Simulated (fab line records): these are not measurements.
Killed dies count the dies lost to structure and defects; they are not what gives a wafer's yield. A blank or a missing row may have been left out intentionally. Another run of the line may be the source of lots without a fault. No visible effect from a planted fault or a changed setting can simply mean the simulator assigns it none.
Problem report, 8D (eight disciplines) form, completed by code -- flow sky130 -- the parts of the form that need people (team, actions taken, sign-off) are left out

1. WHAT WENT WRONG
Mean of sort_bin_3_pad_short at SKY_PAD_OPEN_PROBE_99: 5.4 % across 2 wafers in 2 lots; on wafers with no fault it is 0.8 % (standard deviation 0.4). Measured from the usual mean, that is +12 standard deviations.
First observed at day 48 10:40: wafer L349.2, on prober-01. Wafers with a number at this step in the record: 6, from 2 lots. The rule behind "out" and "out of limits": a value lying over 4 standard deviations away from the usual mean. Any other wafer with a number is counted as sound.

2. WHAT IT IS, AND WHAT IT ISN'T
question,is,is not
which readings at this step,"sort_bin_3_pad_short, defectLimitedYield, killed_at_M0_to_M3, killedDies, sort_bin_5_function, sortNPass, sortYieldPct","killed_at_M4_up, killedAtFrontEnd, killedAtOther, killedOpen, killedShort, sort_bin_6_memory"
which lots,"L349, L350",-
which wafers of those lots,"L349.2, L350.4","L349.4, L349.6, L350.3, L350.6"
read on which tools,"prober-01, prober-02",-
when,from day 48 10:40,"up to then (0 sound wafers); but 4 sound wafers of L349, L350 came after"

3. THE SUSPECTS, EACH WITH WHAT RULES IT OUT
Counting: if a tool at a process step up to the reading ran every lot that is out, it stays a suspect. Sound lots after the first of them don't rule it out here, since some wafers of a struck lot are sound.
- pvdSputter-03 at SKY_VIA2_SPUTTER_20 (material TiN, target thk 20 nm, time 80 s): kept. It ran every lot that is out, first L349 (day 39 12:14).
- pvdSputter-02 at SKY_METAL5_SPUTTER_01 (material TiN, target thk 20 nm, time 16.7 s): kept. It ran every lot that is out, first L349 (day 45 18:47).
After counting, pvdSputter-03 at SKY_VIA2_SPUTTER_20 and pvdSputter-02 at SKY_METAL5_SPUTTER_01 remain.

4. THE CAUSE (what the simulator had put in)
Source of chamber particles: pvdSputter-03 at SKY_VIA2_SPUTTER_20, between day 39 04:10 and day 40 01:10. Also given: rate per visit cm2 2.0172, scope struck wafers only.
After counting, 2 suspects remain, this tool included.

5. THE CHAIN OF EFFECTS, in route order
Rows list readings where the struck wafers' mean (over those with a number) sits beyond 3 standard deviations from the usual. Scope: only readings with a usual standard deviation given in the record; hours: median across lots of the time from each lot's start at the first step in this table that gives one to its start at this step; sigmas: change in usual standard deviations.
hours,step,reading,usual,on struck wafers,change,sigmas
0,SKY_PAD_OPEN_PROBE_99,defectLimitedYield,82.7 %,71.2,-11.5,-6.1
0,SKY_PAD_OPEN_PROBE_99,killed_at_M0_to_M3,43,109,+66,+9.0
0,SKY_PAD_OPEN_PROBE_99,killedDies,85,142,+56,+6.0
0,SKY_PAD_OPEN_PROBE_99,sort_bin_3_pad_short,0.8 %,5.4,+4.6,+12
0,SKY_PAD_OPEN_PROBE_99,sort_bin_5_function,10.2 %,17.9,+7.7,+5.1
0,SKY_PAD_OPEN_PROBE_99,sortNPass,407,350,-56,-6.0
0,SKY_PAD_OPEN_PROBE_99,sortYieldPct,82.7 %,71.2,-11.5,-6.1
Here are the process steps it includes:
- SKY_PAD_OPEN_PROBE_99

6. HOW IT WOULD HAVE BEEN CAUGHT EARLIER
223 hours passed between the start of the fault at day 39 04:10 and the first reading out of limits in this record, taken at day 48 10:40.
Of the tool readings at SKY_VIA2_SPUTTER_20 for which the record gives a usual standard deviation, none was out on any struck wafer, so an alarm limit of 4 standard deviations on them would not have fired.
Each of the lots that are out, 2 in all, had begun SKY_VIA2_SPUTTER_20 on pvdSputter-03 no later than day 48 10:40. Had the tool been put on hold then, not one of them would have been saved.
